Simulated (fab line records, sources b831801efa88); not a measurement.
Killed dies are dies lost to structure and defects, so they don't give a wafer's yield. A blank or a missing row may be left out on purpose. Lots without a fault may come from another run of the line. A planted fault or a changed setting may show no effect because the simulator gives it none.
fab line records | flow gf180mcu
record lots=5 wafers=15 last_day=34
route steps=602 shown M1@330 V1@335 M2@362
lots that met no fault: from a run of the same line without faults
start_h: hours from the record's first day to the start of the lot's first wafer shown | wait_h: hours since the lot's step before | " the same as in the row above | L1.1+2: a row that stands for several wafers | - no value, or no start given | * or withheld: withheld | < > ~ a bound
route shown NAME@n: a module of which the file shows steps, and the number in the route of the first | usual: mean/standard deviation of fault-free wafers | same: alike in all rows | chamber/n: place in a boat | sites: the reading at each site | _std_site: their standard deviation | _edge_site: outer sites' mean less inner sites' | radius_mm: how far each site lies from the wafer's centre | mask NAME#n: copy n | behind: the tool/chamber that last shaped the wafer | hold: why the lot was held/for how many hours/how that ended | device: the transistor (n, p or np) that didn't switch | end of line: the same wafers' tests at the end of the route | a step without rows: its recipe alone | killed: dies lost to structure and defects at the first sort, not the wafer's yield | map: a wafer's dies, x killed, . not, _ none there
set.NAME: the setting as run; set.NAME@STEP: as run at that earlier step | model.NAME: the simulator's own value behind a step, which no gauge read
lots at some steps of the route; a table a step, a row a wafer
services: from which hour (start_h, from the record's first day; less than 0 if before it) a tool's chamber was out of use, for how many hours, and why
## steps
# step GF_M1_OVL_MEAS_15
# usual M1_OVL=-4/5
# columns lot.wafer tool chamber start_h wait_h M1_OVL[nm]
L074.1 overlay-02 - 383.38 0.1 -3
L074.4 " - " " 5
L074.6 " - " " 3
L076.2 overlay-01 - 408.19 0.1 1
L076.5 " - " " -1
L076.6 " - " " 0
L079.2 overlay-01 - 431.79 0.1 -6
L079.3 " - " " 2
L079.5 " - " " -7
L082.2 overlay-01 - 467.74 0.1 -10
L082.3 " - " " -8
L082.5 " - " " 2
L095.3 overlay-01 - 567.74 0.1 -8
L095.4 " - " " 1
L095.6 " - " " -4
# step GF_M1_METAL_ETCH_16
# recipe chemistry=Cl2/BCl3 mask_material=KrF target_depth_nm=750.8 stop_on=SiO2 pressure_mtorr=8 icp_w=800 bias_w=140 Cl2_flow_sccm=80 bcl3_flow_sccm=40 time_s=125.1
# usual bias_w=140.0/0.43 drypump_motor_current_A=5.9/0.37 oes_product_au=0.990/0.0058 throttle_valve_pct=28.230/0.01
# columns lot.wafer tool chamber start_h wait_h bias_w drypump_motor_current_A oes_product_au rf_hours_counter_h throttle_valve_pct
L074.1 rie_metal-04 1 383.42 0.0 140.0 6.4 0.994 9 28.220
L074.4 " 1 " " 140.4 6.4 0.999 - 28.217
L074.6 " 0 " " 140.4 6.3 0.997 - 28.214
L076.2 rie_metal-02 0 408.22 0.0 140.2 5.6 0.994 12 28.221
L076.5 " 1 " " 140.7 5.1 0.992 - 28.241
L076.6 " 0 " " 139.3 5.6 0.997 - 28.216
L079.2 rie_metal-02 0 431.82 0.0 140.0 5.6 0.980 12 28.220
L079.3 " 1 " " 139.9 5.1 0.981 - 28.240
L079.5 " 0 " " 140.0 5.7 0.986 - 28.240
L082.2 rie_metal-01 0 467.77 0.0 140.2 5.8 0.982 4 28.224
L082.3 " 0 " " 140.0 5.8 0.978 - 28.214
L082.5 " 0 " " 140.0 5.8 0.986 - 28.241
L095.3 rie_metal-01 1 567.81 0.1 140.1 6.0 0.992 - 28.224
L095.4 " 0 " " 139.1 5.8 0.988 - 28.232
L095.6 " 0 " " 139.2 5.8 0.994 - 28.228
# step GF_M1_STRIP_17
# recipe chemistry=O2/N2 power_w=1400 pressure_mtorr=1500 platen_temp_c=250 o2_flow_sccm=3000 n2_flow_sccm=300 overash_fraction=0.5
# usual drypump_motor_current_A=5.9/0.48 heater_power_w=330/31 oes_product_au=0.538/0.0046 strip_time_to_endpoint_s=7.39/0.049
# columns lot.wafer tool chamber start_h wait_h drypump_motor_current_A heater_power_w oes_product_au rf_hours_counter_h strip_time_to_endpoint_s
L074.1 plasma_asher-01 0 383.59 0.1 5.6 341 0.530 73 7.34
L074.4 " 1 " " 5.2 302 0.538 - 7.32
L074.6 " 1 " " 5.2 295 0.536 - 7.34
L076.2 plasma_asher-04 1 408.35 0.1 6.2 387 0.537 65 7.32
L076.5 " 0 " " 5.8 325 0.536 - 7.33
L076.6 " 1 " " 6.2 378 0.534 - 7.35
L079.2 plasma_asher-04 0 431.95 0.1 5.8 320 0.537 68 7.42
L079.3 " 1 " " 6.2 382 0.529 - 7.41
L079.5 " 0 " " 5.8 326 0.544 - 7.44
L082.2 plasma_asher-04 1 467.90 0.1 6.2 385 0.535 72 7.44
L082.3 " 1 " " 6.2 378 0.539 - 7.45
L082.5 " 1 " " 6.2 386 0.537 - 7.46
L095.3 plasma_asher-02 1 567.92 0.1 6.7 307 0.537 - 7.43
L095.4 " 0 " " 5.8 354 0.543 - 7.45
L095.6 " 1 " " 6.6 303 0.531 - 7.44
# step GF_M1_STRIP_18
# recipe chemistry=post_etch_residue_remover time_s=1200 temp_c=72.5
# usual bath_heat_duty_pct=14.3/1.9
# columns lot.wafer tool chamber start_h wait_h bath_heat_duty_pct
L074.1 wet_bench-01 1 383.69 0.1 15.3
L074.4 " 1 " " 14.9
L074.6 " 1 " " 14.5
L076.2 wet_bench-02 3 408.45 0.1 14.4
L076.5 " 3 " " 14.5
L076.6 " 3 " " 12.3
L079.2 wet_bench-04 2 432.05 0.1 12.2
L079.3 " 2 " " 11.9
L079.5 " 2 " " 11.5
L082.2 wet_bench-04 1 468.00 0.1 12.6
L082.3 " 1 " " 12.8
L082.5 " 1 " " 12.2
L095.3 wet_bench-02 0 567.99 0.0 15.8
L095.4 " 0 " " 17.8
L095.6 " 0 " " 16.4
# step GF_M1_CLEAN_19
# recipe chemistry=DIW dry=n2_spin
# columns lot.wafer tool chamber start_h wait_h
L074.1+4+6 wet_bench-02 3 384.07 0.0
L076.2+5+6 wet_bench-04 1 408.79 0.0
L079.2+3+5 wet_bench-01 1 432.39 0.0
L082.2+3+5 wet_bench-01 2 468.34 0.0
L095.3+4+6 wet_bench-01 0 568.36 0.0
# step GF_V1_CVD_00
# recipe material=SiO2 target_thk_nm=600 sigma_open_frac=0.3 temp_c=400 time_s=100 sih4_flow_sccm=60 pressure_mtorr=6
# columns lot.wafer tool chamber start_h wait_h
L074.1+4+6 hdpcvd-02 1,0,1 384.16 0.0
L076.2+5+6 hdpcvd-02 0,0,2 408.88 0.0
L079.2+3+5 hdpcvd-01 2,0,2 432.48 0.0
L082.2+3+5 hdpcvd-02 0,2,0 468.44 0.0
L095.3+4+6 hdpcvd-01 2,1,2 568.46 0.0
# step GF_V1_THK_MEAS_01
# recipe reads=SiO2_of_V1_CVD_00
# usual V1_CVD_00_THK=601/5.8
# columns lot.wafer tool chamber start_h wait_h V1_CVD_00_THK[nm]
L074.1 film_metro-01 - 384.23 0.0 604
L074.4 " - " " 602
L074.6 " - " " 603
L076.2 film_metro-04 - 408.97 0.0 603
L076.5 " - " " 606
L076.6 " - " " 606
L079.2 film_metro-01 - 432.56 0.0 585
L079.3 " - " " 603
L079.5 " - " " 592
L082.2 film_metro-04 - 468.52 0.0 596
L082.3 " - " " 601
L082.5 " - " " 603
L095.3 film_metro-01 - 568.57 0.1 604
L095.4 " - " " 599
L095.6 " - " " 588
# step GF_V1_CVD_02
# recipe material=SiO2 target_thk_nm=850 precursor=TEOS temp_c=400 time_s=94.851 rf_w=600
# usual heater_power_w=713/140
# columns lot.wafer tool chamber start_h wait_h heater_power_w
L074.1 pecvd-04 2 384.29 0.1 899
L074.4 " 1 " " 645
L074.6 " 2 " " 748
L076.2 pecvd-01 1 409.02 0.0 550
L076.5 " 2 " " 696
L076.6 " 1 " " 630
L079.2 pecvd-02 1 432.61 0.0 652
L079.3 " 0 " " 696
L079.5 " 0 " " 558
L082.2 pecvd-02 1 468.57 0.0 755
L082.3 " 2 " " 600
L082.5 " 0 " " 565
L095.3 pecvd-01 1 568.61 0.0 590
L095.4 " 1 " " 646
L095.6 " 2 " " 647
# step GF_V1_THK_MEAS_03
# recipe reads=SiO2_of_V1_CVD_02
# usual V1_CVD_02_THK=845/12
# columns lot.wafer tool chamber start_h wait_h V1_CVD_02_THK[nm]
L074.1 film_metro-02 - 384.36 0.0 830
L074.4 " - " " 836
L074.6 " - " " 839
L076.2 film_metro-02 - 409.09 0.0 821
L076.5 " - " " 845
L076.6 " - " " 853
L079.2 film_metro-01 - 432.69 0.0 837
L079.3 " - " " 858
L079.5 " - " " 869
L082.2 film_metro-02 - 468.65 0.0 847
L082.3 " - " " 845
L082.5 " - " " 871
L095.3 film_metro-01 - 568.70 0.1 835
L095.4 " - " " 844
L095.6 " - " " 842
# step GF_V1_CMP_04
# recipe material=SiO2 down_force_psi=4 platen_rpm=60 pad_velocity_m_s=0.94248
# usual motor_current_A=12.3/0.92 platen_rpm=60.00/0.04 time_to_endpoint_s=78/5.5
# columns lot.wafer tool chamber start_h wait_h motor_current_A platen_rpm time_to_endpoint_s
L074.1 cmp-01 2 384.52 0.1 13.3 60.03 70
L074.4 " 3 " " 13.1 60.00 70
L074.6 " 0 " " 12.0 60.00 74
L076.2 cmp-01 1 409.14 0.0 13.1 60.02 68
L076.5 " 1 " " 13.6 59.92 74
L076.6 " 2 " " 12.2 60.00 81
L079.3 cmp-02 1 432.74 0.0 11.6 59.96 82
L079.2 " 3 " " 10.6 59.96 71
L079.5 " 1 " " 11.3 59.96 86
L082.2 cmp-01 0 468.70 0.0 12.1 60.05 76
L082.3 " 2 " " 13.4 59.96 78
L082.5 " 1 " " 13.3 60.04 79
L095.3 cmp-01 1 568.79 0.1 12.8 60.06 71
L095.4 " 2 " " 12.5 59.90 79
L095.6 " 0 " " 12.4 59.94 74
# step GF_V1_BOW_MEAS_05
# recipe mode=bow
# usual V1_BOW=82/8.1
# columns lot.wafer tool chamber start_h wait_h V1_BOW[um]
L074.1 film_metro-04 - 384.72 0.1 88
L074.4 " - " " 99
L074.6 " - " " 99
L076.2 film_metro-04 - 409.46 0.3 70
L076.5 " - " " 75
L076.6 " - " " 78
L079.2 film_metro-02 - 433.06 0.2 81
L079.3 " - " " 79
L079.5 " - " " 82
L082.2 film_metro-04 - 469.02 0.3 76
L082.3 " - " " 81
L082.5 " - " " 89
L095.3 film_metro-01 - 569.08 0.2 80
L095.4 " - " " 67
L095.6 " - " " 69
# step GF_V1_DEHYDRATE_06
# recipe temp_c=200 time_s=60
# usual chill_plate_temp_C=23.01/0.11 plate_temp_C=200.00/0.14
# columns lot.wafer tool chamber start_h wait_h chill_plate_temp_C plate_temp_C
L074.1 litho_track-01 0 395.71 11.0 22.76 199.88
L074.4 " 0 " " 23.00 199.98
L074.6 " 0 " " 22.78 199.99
L076.2 litho_track-01 0 420.44 11.0 23.07 200.05
L076.5 " 0 " " 23.02 199.99
L076.6 " 0 " " 22.97 200.34
L079.2 litho_track-03 0 444.43 11.4 22.90 200.15
L079.3 " 0 " " 22.97 199.94
L079.5 " 0 " " 22.97 200.05
L082.2 litho_track-01 0 480.29 11.2 23.15 199.73
L082.3 " 0 " " 23.02 199.91
L082.5 " 0 " " 22.85 199.96
L095.3 litho_track-01 0 579.21 10.1 23.07 199.89
L095.4 " 0 " " 22.90 199.89
L095.6 " 0 " " 23.14 200.09
# step GF_V1_HMDS_07
# recipe prime_time_s=60 prime_temp_c=120
# usual chill_plate_temp_C=23.00/0.11
# columns lot.wafer tool chamber start_h wait_h chill_plate_temp_C
L074.1 litho_track-01 0 395.86 0.1 22.93
L074.4 " 0 " " 22.93
L074.6 " 0 " " 23.12
L076.2 litho_track-01 0 420.59 0.1 23.01
L076.5 " 0 " " 22.94
L076.6 " 0 " " 23.09
L079.2 litho_track-03 0 444.58 0.1 22.98
L079.3 " 0 " " 23.01
L079.5 " 0 " " 23.08
L082.2 litho_track-01 0 480.44 0.1 22.95
L082.3 " 0 " " 23.07
L082.5 " 0 " " 23.15
L095.3 litho_track-01 0 579.36 0.1 23.08
L095.4 " 0 " " 22.98
L095.6 " 0 " " 22.88
# step GF_V1_COAT_08
# recipe resist=BARC temp_c=withheld time_s=withheld spin_rpm=withheld resist_thk_nm=withheld
# usual chill_plate_temp_C=* dispense_pressure_kPa=51/4
# columns lot.wafer tool chamber start_h wait_h chill_plate_temp_C dispense_pressure_kPa
L074.1 litho_track-01 0 396.01 0.1 * 56
L074.4 " 0 " " * 56
L074.6 " 0 " " * 56
L076.2 litho_track-01 0 420.74 0.1 * 56
L076.5 " 0 " " * 56
L076.6 " 0 " " * 56
L079.2 litho_track-03 0 444.73 0.1 * 46
L079.3 " 0 " " * 46
L079.5 " 0 " " * 46
L082.2 litho_track-01 0 480.59 0.1 * 56
L082.3 " 0 " " * 56
L082.5 " 0 " " * 56
L095.3 litho_track-01 0 579.51 0.1 * 56
L095.4 " 0 " " * 56
L095.6 " 0 " " * 56
# step GF_V1_COAT_09
# recipe resist=KrF spin_rpm=withheld resist_thk_nm=1000
# usual chill_plate_temp_C=22.98/0.093 dispense_pressure_kPa=51/4
# columns lot.wafer tool chamber start_h wait_h chill_plate_temp_C dispense_pressure_kPa
L074.1 litho_track-01 0 - - 22.85 56
L074.4 " 0 " " 22.93 56
L074.6 " 0 " " 22.93 56
L076.2 litho_track-01 0 - - 23.00 56
L076.5 " 0 " " 23.02 56
L076.6 " 0 " " 22.87 56
L079.2 litho_track-03 0 - - 22.91 46
L079.3 " 0 " " 22.94 46
L079.5 " 0 " " 22.93 46
L082.2 litho_track-01 0 - - 22.91 56
L082.3 " 0 " " 22.89 56
L082.5 " 0 " " 22.88 56
L095.3 litho_track-01 0 - - 22.89 56
L095.4 " 0 " " 23.02 56
L095.6 " 0 " " 23.00 56
# step GF_V1_SOFTBAKE_10
# recipe temp_c=130 time_s=60 resist=KrF
# usual chill_plate_temp_C=23.02/0.093 plate_temp_C=130.00/0.13
# columns lot.wafer tool chamber start_h wait_h chill_plate_temp_C plate_temp_C
L074.1 litho_track-01 0 - - 23.09 129.96
L074.4 " 0 " " 23.05 129.96
L074.6 " 0 " " 23.17 129.99
L076.2 litho_track-01 0 - - 23.17 130.06
L076.5 " 0 " " 23.07 129.90
L076.6 " 0 " " 23.29 129.93
L079.2 litho_track-03 0 - - 22.96 130.00
L079.3 " 0 " " 22.92 129.95
L079.5 " 0 " " 22.97 129.97
L082.2 litho_track-01 0 - - 23.02 130.07
L082.3 " 0 " " 23.06 129.95
L082.5 " 0 " " 23.01 130.06
L095.3 litho_track-01 0 - - 23.05 130.16
L095.4 " 0 " " 22.97 130.10
L095.6 " 0 " " 23.05 129.98
# step GF_V1_EXPOSE_11
# recipe mask_id=Via1 target_cd_nm=260 na=0.68 source_shape=conventional sigma_outer=0.6 dose_mj=38
# usual reticle_temp_C=22.99/0.1
# columns lot.wafer tool chamber start_h wait_h mask reticle_temp_C
L074.1 krf_scanner-01 0 - - Via1#0 23.13
L074.4 " 0 " " Via1#0 23.06
L074.6 " 0 " " Via1#0 22.92
L076.2 krf_scanner-01 0 - - Via1#0 23.03
L076.5 " 0 " " Via1#0 23.14
L076.6 " 0 " " Via1#0 23.09
L079.2 krf_scanner-02 0 - - Via1#0 22.84
L079.3 " 0 " " Via1#0 22.82
L079.5 " 0 " " Via1#0 22.80
L082.2 krf_scanner-02 0 - - Via1#0 22.89
L082.3 " 0 " " Via1#0 22.95
L082.5 " 0 " " Via1#0 22.93
L095.3 krf_scanner-02 0 - - Via1#0 22.92
L095.4 " 0 " " Via1#0 22.93
L095.6 " 0 " " Via1#0 22.92
# step GF_V1_PEB_12
# recipe peb_temp_c=135 peb_time_s=90 resist=KrF
# usual chill_plate_temp_C=23.01/0.1 plate_temp_C=135.01/0.12
# columns lot.wafer tool chamber start_h wait_h chill_plate_temp_C plate_temp_C
L074.1 litho_track-04 0 - - 23.14 135.01
L074.4 " 0 " " 23.11 135.13
L074.6 " 0 " " 23.17 135.22
L076.2 litho_track-03 0 - - 23.13 134.97
L076.5 " 0 " " 22.96 135.04
L076.6 " 0 " " 22.93 135.20
L079.2 litho_track-04 0 - - 22.98 134.94
L079.3 " 0 " " 22.99 134.96
L079.5 " 0 " " 22.92 134.92
L082.2 litho_track-01 0 - - 23.06 134.93
L082.3 " 0 " " 22.85 134.96
L082.5 " 0 " " 22.92 134.97
L095.3 litho_track-01 0 - - 23.07 134.97
L095.4 " 0 " " 23.06 135.06
L095.6 " 0 " " 23.04 134.96
# step GF_V1_DEVELOP_13
# recipe develop_time_s=60 resist=KrF dev_temp_c=21
# usual chill_plate_temp_C=23.01/0.11
# same develop_time_s=60
# columns lot.wafer tool chamber start_h wait_h chill_plate_temp_C
L074.1 litho_track-04 0 408.51 0.2 23.16
L074.4 " 0 " " 23.02
L074.6 " 0 " " 23.08
L076.2 litho_track-03 0 433.43 0.2 23.18
L076.5 " 0 " " 23.03
L076.6 " 0 " " 23.11
L079.2 litho_track-04 0 457.24 0.2 23.13
L079.3 " 0 " " 23.00
L079.5 " 0 " " 23.18
L082.2 litho_track-01 0 492.94 0.2 23.05
L082.3 " 0 " " 23.11
L082.5 " 0 " " 22.95
L095.3 litho_track-01 0 590.01 0.1 22.79
L095.4 " 0 " " 22.74
L095.6 " 0 " " 22.85
# step GF_V1_CD_MEAS_14
# recipe target_cd_nm=260
# usual cd_nm=261.0/1.2
# columns lot.wafer tool chamber start_h wait_h cd_nm
L074.1 cd_sem-02 - 408.66 0.1 261.0
L074.4 " - " " 262.2
L074.6 " - " " 261.1
L076.2 cd_sem-02 - 433.58 0.1 260.3
L076.5 " - " " 260.5
L076.6 " - " " 261.9
L079.2 cd_sem-02 - 457.38 0.1 260.7
L079.3 " - " " 259.2
L079.5 " - " " 258.9
L082.2 cd_sem-01 - 493.08 0.1 263.5
L082.3 " - " " 264.6
L082.5 " - " " 264.6
L095.3 cd_sem-02 - 590.15 0.1 259.6
L095.4 " - " " 258.8
L095.6 " - " " 260.0
# step GF_V1_OVL_MEAS_15
# usual V1_OVL=-1/6.6
# columns lot.wafer tool chamber start_h wait_h V1_OVL[nm]
L074.1 overlay-02 - 408.78 0.1 -15
L074.4 " - " " -5
L074.6 " - " " -13
L076.2 overlay-02 - 433.68 0.1 1
L076.5 " - " " -5
L076.6 " - " " 0
L079.2 overlay-01 - 457.49 0.1 -3
L079.3 " - " " -4
L079.5 " - " " -2
L082.2 overlay-01 - 493.19 0.1 10
L082.3 " - " " 4
L082.5 " - " " 5
L095.3 overlay-01 - 590.24 0.1 9
L095.4 " - " " 5
L095.6 " - " " 11
# step GF_V1_ETCH_16
# recipe chemistry=N2/H2 target_depth_a=withheld overetch_a=withheld time_s=withheld target=BARC ion_energy_ev=200 source_w=500 bias_w=100 pressure_mtorr=30 n2_flow_sccm=100 h2_flow_sccm=200
# usual bias_w=100.0/0.31 drypump_motor_current_A=5.9/0.39 oes_product_au=0.855/0.005 throttle_valve_pct=13.225/0.0093
# columns lot.wafer tool chamber start_h wait_h bias_w drypump_motor_current_A oes_product_au throttle_valve_pct
L074.1 rie_diel-04 3 408.82 0.0 99.8 5.1 0.856 13.210
L074.4 " 1 " " 100.0 5.9 0.859 13.221
L074.6 " 0 " " 100.3 5.8 0.860 13.232
L076.2 rie_diel-03 2 433.71 0.0 100.1 5.8 0.849 13.236
L076.5 " 2 " " 100.0 5.8 0.853 13.221
L076.6 " 3 " " 100.2 5.9 0.856 13.230
L079.2 rie_diel-03 2 457.52 0.0 99.8 5.8 0.861 13.214
L079.3 " 3 " " 100.4 5.8 0.851 13.235
L079.5 " 3 " " 100.3 5.9 0.850 13.219
L082.2 rie_diel-02 3 493.22 0.0 99.5 6.2 0.861 13.212
L082.3 " 2 " " 100.5 6.7 0.858 13.211
L082.5 " 3 " " 99.7 6.3 0.863 13.229
L095.3 rie_diel-03 3 590.27 0.0 99.9 5.9 0.849 13.244
L095.4 " 1 " " 99.7 5.4 0.855 13.227
L095.6 " 2 " " 100.2 5.8 0.850 13.213
# step GF_V1_ETCH_17
# recipe chemistry=C4F8/O2/Ar mask_material=KrF target=SiO2 stop_on=TiN source_w=1500 bias_w=1200 pressure_mtorr=40 c4f8_flow_sccm=withheld O2_flow_sccm=6 Ar_flow_sccm=300 time_s=withheld target_depth_a=6300
# usual bias_w=1200/3.8 oes_product_au=0.855/0.0047
# columns lot.wafer tool chamber start_h wait_h bias_w oes_product_au
L074.1 rie_diel-04 3 - - 1196 0.856
L074.4 " 1 " " 1194 0.852
L074.6 " 0 " " 1198 0.853
L076.2 rie_diel-03 2 - - 1198 0.849
L076.5 " 2 " " 1197 0.857
L076.6 " 3 " " 1204 0.851
L079.2 rie_diel-03 2 - - 1196 0.853
L079.3 " 3 " " 1195 0.865
L079.5 " 3 " " 1199 0.855
L082.2 rie_diel-02 3 - - 1196 0.857
L082.3 " 2 " " 1200 0.851
L082.5 " 3 " " 1202 0.862
L095.3 rie_diel-03 3 - - 1200 0.857
L095.4 " 1 " " 1207 0.853
L095.6 " 2 " " 1197 0.853
# step GF_V1_STRIP_18
# recipe chemistry=O2/N2 power_w=1400 pressure_mtorr=1500 platen_temp_c=250 o2_flow_sccm=3000 n2_flow_sccm=300 overash_fraction=0.5
# usual drypump_motor_current_A=5.6/0.4 heater_power_w=330/31 oes_product_au=0.592/0.0054
# columns lot.wafer tool chamber start_h wait_h drypump_motor_current_A heater_power_w oes_product_au rf_hours_counter_h
L074.1 plasma_asher-01 1 408.95 - 5.2 296 0.597 77
L074.4 " 0 " " 5.6 344 0.588 -
L074.6 " 0 " " 5.6 342 0.590 -
L076.2 plasma_asher-01 0 433.84 - 5.6 335 0.590 0
L076.5 " 0 " " 5.6 332 0.585 -
L076.6 " 1 " " 5.2 296 0.583 -
L079.2 plasma_asher-03 1 457.65 - 5.7 373 0.591 31
L079.3 " 1 " " 5.7 369 0.590 -
L079.5 " 1 " " 5.7 371 0.593 -
L082.2 plasma_asher-03 1 493.35 - 5.7 377 0.598 34
L082.3 " 0 " " 5.3 315 0.589 -
L082.5 " 0 " " 5.3 316 0.583 -
L095.3 plasma_asher-01 0 590.43 - 5.6 335 0.582 -
L095.4 " 1 " " 5.2 282 0.589 -
L095.6 " 0 " " 5.6 334 0.594 -
# step GF_V1_STRIP_19
# recipe chemistry=post_etch_residue_remover time_s=1200 temp_c=72.5
# usual bath_heat_duty_pct=13.9/1.9
# columns lot.wafer tool chamber start_h wait_h bath_heat_duty_pct
L074.1 wet_bench-02 0 409.05 0.1 16.8
L074.4 " 0 " " 17.1
L074.6 " 0 " " 16.6
L076.2 wet_bench-03 2 433.94 0.1 13.6
L076.5 " 2 " " 13.4
L076.6 " 2 " " 14.1
L079.2 wet_bench-03 2 457.75 0.1 12.6
L079.3 " 2 " " 12.7
L079.5 " 2 " " 13.9
L082.2 wet_bench-04 0 493.45 0.1 12.3
L082.3 " 0 " " 11.9
L082.5 " 0 " " 13.3
L095.3 wet_bench-02 0 590.50 0.0 17.0
L095.4 " 0 " " 17.2
L095.6 " 0 " " 17.2
# step GF_V1_CLEAN_20
# recipe chemistry=DIW dry=n2_spin
# columns lot.wafer tool chamber start_h wait_h
L074.1+4+6 wet_bench-04 2 409.39 0.0
L076.2+5+6 wet_bench-02 2 434.28 0.0
L079.2+3+5 wet_bench-04 0 458.12 0.0
L082.2+3+5 wet_bench-02 0 493.82 0.0
L095.3+4+6 wet_bench-03 2 590.87 0.0
# step GF_V1_SPUTTER_21
# recipe material=Ti target_thk_nm=15 chamber_pressure_pa=5 power_w=2500 substrate_temp_c=200 time_s=80.02
# usual throttle_valve_pct=29.7/0.99
# columns lot.wafer tool chamber start_h wait_h throttle_valve_pct
L074.1 pvd_sputter-01 - 409.48 0.0 29.3
L074.4 " - " " 29.8
L074.6 " - " " 31.2
L076.2 pvd_sputter-01 - 434.38 0.0 31.0
L076.5 " - " " 29.8
L076.6 " - " " 29.3
L079.2 pvd_sputter-01 - 458.21 0.0 29.7
L079.3 " - " " 31.2
L079.5 " - " " 29.4
L082.2 pvd_sputter-03 - 493.92 0.0 29.7
L082.3 " - " " 29.7
L082.5 " - " " 29.7
L095.3 pvd_sputter-02 - 590.96 0.0 29.7
L095.4 " - " " 28.6
L095.6 " - " " 30.0
# step GF_V1_SPUTTER_22
# recipe material=TiN target_thk_nm=10 chamber_pressure_pa=5 power_w=4152 time_s=40
# usual throttle_valve_pct=29.7/1
# columns lot.wafer tool chamber start_h wait_h throttle_valve_pct
L074.1 pvd_sputter-01 - 409.54 0.0 29.4
L074.4 " - " " 29.8
L074.6 " - " " 31.4
L076.2 pvd_sputter-01 - 434.44 0.0 31.2
L076.5 " - " " 29.7
L076.6 " - " " 29.4
L079.2 pvd_sputter-01 - 458.27 0.0 29.4
L079.3 " - " " 31.5
L079.5 " - " " 29.3
L082.2 pvd_sputter-03 - 493.98 0.0 29.5
L082.3 " - " " 30.0
L082.5 " - " " 29.5
L095.3 pvd_sputter-02 - 591.02 0.0 30.0
L095.4 " - " " 28.4
L095.6 " - " " 30.3
# step GF_V1_CVD_23
# recipe material=W target_thk_nm=350 time_s=105.05 temp_c=400 pressure_torr=40
# usual heater_power_w=857/170
# columns lot.wafer tool chamber start_h wait_h heater_power_w
L074.1 cvd_w-01 1 409.58 0.0 682
L074.4 " 0 " " 784
L074.6 " 0 " " 799
L076.2 cvd_w-01 1 434.48 0.0 705
L076.5 " 1 " " 688
L076.6 " 0 " " 797
L079.2 cvd_w-02 0 458.31 0.0 1079
L079.3 " 0 " " 1068
L079.5 " 0 " " 1103
L082.2 cvd_w-02 0 494.02 0.0 1087
L082.3 " 0 " " 1104
L082.5 " 1 " " 731
L095.3 cvd_w-02 1 591.10 0.1 749
L095.4 " 0 " " 1082
L095.6 " 1 " " 726
# step GF_V1_RS_MEAS_24
# recipe thk_meas_gauge=four-point-probe reads=W_of_V1_CVD_23+TiN_of_V1_SPUTTER_22+Ti_of_V1_SPUTTER_21
# usual V1_W_RS=0.325/0.0052
# columns lot.wafer tool chamber start_h wait_h V1_W_RS[ohm/sq]
L074.1 film_metro-01 - 409.70 0.1 0.334
L074.4 " - " " 0.336
L074.6 " - " " 0.331
L076.2 film_metro-01 - 434.61 0.1 0.330
L076.5 " - " " 0.332
L076.6 " - " " 0.330
L079.2 film_metro-04 - 458.45 0.1 0.321
L079.3 " - " " 0.320
L079.5 " - " " 0.320
L082.2 film_metro-04 - 494.15 0.1 0.316
L082.3 " - " " 0.319
L082.5 " - " " 0.321
L095.3 film_metro-02 - 591.21 0.1 0.322
L095.4 " - " " 0.318
L095.6 " - " " 0.321
# step GF_V1_THK_MEAS_25
# recipe thk_meas_gauge=xrf reads=W_of_V1_CVD_23
# usual V1_W_THK=360/6.1
# columns lot.wafer tool chamber start_h wait_h V1_W_THK[nm]
L074.1 film_metro-01 - 409.82 0.1 348
L074.4 " - " " 346
L074.6 " - " " 352
L076.2 film_metro-01 - 434.72 0.1 356
L076.5 " - " " 352
L076.6 " - " " 356
L079.2 film_metro-04 - 458.56 0.1 360
L079.3 " - " " 362
L079.5 " - " " 362
L082.2 film_metro-04 - 494.26 0.1 370
L082.3 " - " " 367
L082.5 " - " " 363
L095.3 film_metro-02 - 591.31 0.1 366
L095.4 " - " " 369
L095.6 " - " " 366
# step GF_V1_CMP_26
# recipe stop_on=SiO2 down_force_psi=3.5 platen_rpm=60 t_overpolish_s=15 target_thk_nm=0 pad_velocity_m_s=0.94248
# usual motor_current_A=11.3/0.87 overpolish_run_s=15.001/0.0087 platen_rpm=60.00/0.047 time_to_endpoint_s=85/3.5
# columns lot.wafer tool chamber start_h wait_h motor_current_A overpolish_run_s platen_rpm time_to_endpoint_s
L074.1 cmp-02 3 409.98 0.1 10.2 15.003 59.99 79
L074.4 " 0 " " 10.1 15.006 59.95 79
L074.6 " 1 " " 10.4 14.988 60.00 79
L076.2 cmp-01 3 434.82 0.1 12.2 15.004 60.01 88
L076.6 " 2 " " 11.3 14.994 60.01 86
L076.5 " 3 " " 11.8 15.012 60.01 86
L079.3 cmp-01 1 458.61 0.0 12.0 15.000 59.98 79
L079.2 " 3 " " 12.9 15.010 60.06 84
L079.5 " 1 " " 11.9 15.001 59.96 80
L082.2 cmp-01 1 494.41 0.1 11.8 15.002 60.03 87
L082.3 " 2 " " 11.9 14.980 60.02 91
L082.5 " 3 " " 12.0 15.005 59.93 90
L095.4 cmp-02 1 591.35 0.0 11.0 15.002 60.00 84
L095.3 " 2 " " 9.7 15.001 60.03 83
L095.6 " 1 " " 9.8 15.009 60.00 87
# step GF_M2_SPUTTER_00
# recipe material=Ti target_thk_nm=37.5 arriving_ion_energy_ev=80 substrate_temp_c=200 chamber_pressure_pa=2.09 power_w=4000 time_s=150
# usual throttle_valve_pct=29.7/1
# columns lot.wafer tool chamber start_h wait_h throttle_valve_pct
L074.1 pvd_sputter-04 - 410.18 0.1 29.4
L074.4 " - " " 29.9
L074.6 " - " " 29.3
L076.2 pvd_sputter-03 - 435.07 0.2 31.8
L076.5 " - " " 31.5
L076.6 " - " " 29.9
L079.2 pvd_sputter-01 - 458.91 0.1 29.4
L079.3 " - " " 29.9
L079.5 " - " " 29.9
L082.2 pvd_sputter-04 - 494.61 0.1 29.4
L082.3 " - " " 29.5
L082.5 " - " " 29.5
L095.3 pvd_sputter-03 - 591.65 0.2 27.9
L095.4 " - " " 29.6
L095.6 " - " " 29.5
## services
# columns tool chamber start_h hours kind
cmp-02 - 365.62 4.4 repair
wet_bench-03 - 370.96 5.5 repair
plasma_asher-04 - 386.16 1.1 repair
cmp-01 - 404.29 4.0 pm
krf_scanner-02 - 404.42 0.8 pm
cvd_w-02 - 405.12 2.2 repair
krf_scanner-02 - 410.79 0.4 repair
cmp-01 - 416.44 4.1 pm
krf_scanner-02 - 419.27 4.0 pm
plasma_asher-01 - 421.25 9.0 pm
cvd_w-02 - 430.05 1.7 repair
pvd_sputter-03 - 441.83 1.1 repair
krf_scanner-02 - 443.08 0.2 repair
cvd_w-02 1 444.34 2.7 repair
pvd_sputter-03 - 449.55 2.8 repair
cmp-01 - 454.84 1.0 repair
cmp-01 - 470.69 3.2 repair
wet_bench-01 - 484.42 6.8 repair
cmp-01 - 490.80 1.4 repair
wet_bench-01 - 494.66 4.4 pm
wet_bench-02 - 513.04 15.8 repair
rie_diel-03 0 542.21 2.3 repair
wet_bench-01 - 565.97 1.3 repair
cmp-01 - 590.07 4.4 repair
## key
fault none
